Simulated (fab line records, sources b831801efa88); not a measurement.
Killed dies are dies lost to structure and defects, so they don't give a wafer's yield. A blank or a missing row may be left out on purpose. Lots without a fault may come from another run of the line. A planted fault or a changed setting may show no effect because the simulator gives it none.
Which tool did it? | flow gf180mcu | 13 lots, 39 wafers sampled, at 1 step of a route of 602

WHAT THE GAUGES READ, wafer by wafer
GF_MIM_RS_MEAS_10: measures by four-point-probe. Usual: MIM_ALCU_RS 0.1610 ohm/sq, standard deviation 0.002.
lot  | measured     | on            | MIM_ALCU_RS (ohm/sq) | flag
L214 | day 24 11:19 | film_metro-02 | 0.1635 0.1625 0.1604 |
L216 | day 25 03:00 | film_metro-01 | 0.1614 0.1604 0.1624 |
L217 | day 25 15:01 | film_metro-01 | 0.1630 0.1646 0.1647 |
L218 | day 25 22:04 | film_metro-01 | 0.1640 0.1618 0.1632 |
L219 | day 26 07:26 | film_metro-03 | 0.1623 0.1614 0.1623 |
L220 | day 26 12:35 | film_metro-03 | 0.1602 0.1606 0.1616 |
L223 | day 27 19:54 | film_metro-01 | 0.1607 0.1636 0.1614 |
L224 | day 28 02:42 | film_metro-03 | 0.1605 0.1602 0.1598 |
L225 | day 28 07:37 | film_metro-03 | 0.1617 0.1639 0.1619 |
L228 | day 29 01:24 | film_metro-01 | 0.1641 0.1625 0.1639 |
L231 | day 29 22:38 | film_metro-01 | 0.1592 0.1584 0.1586 |
L235 | day 31 02:47 | film_metro-03 | 0.1581 0.1575 0.1592 |
L236 | day 31 05:17 | film_metro-02 | 0.1606 0.1592 0.1596 |

WHICH TOOL RAN EACH LOT (tool, then ch and the chambers of the sampled wafers, then the start)
The record holds no process step before these readings.

WHAT THE TOOLS THEMSELVES READ (means of the sampled wafers that have a number; where no wafer has one, the mark that the record gives instead)
The record holds no such reading with a usual standard deviation.

THE ANSWER, worked out from the rows above alone
Rule: a lot is off if the mean of its wafers that have a number lies more than 3 standard deviations from the usual mean. A lot without any number at a reading at which 4 lots or more have one is off too. The other lots that the step has rows for count as sound. The gauges are gone through in route order, then the tools' own readings, and for those a lot's mean is taken as printed above. The first step at which some lot is off is used, and at that step the reading that is off furthest; a lot without a number counts as furthest.
No lot is off at any reading shown: from this, nothing can be told.

WHAT THE SIMULATOR HAD PUT IN
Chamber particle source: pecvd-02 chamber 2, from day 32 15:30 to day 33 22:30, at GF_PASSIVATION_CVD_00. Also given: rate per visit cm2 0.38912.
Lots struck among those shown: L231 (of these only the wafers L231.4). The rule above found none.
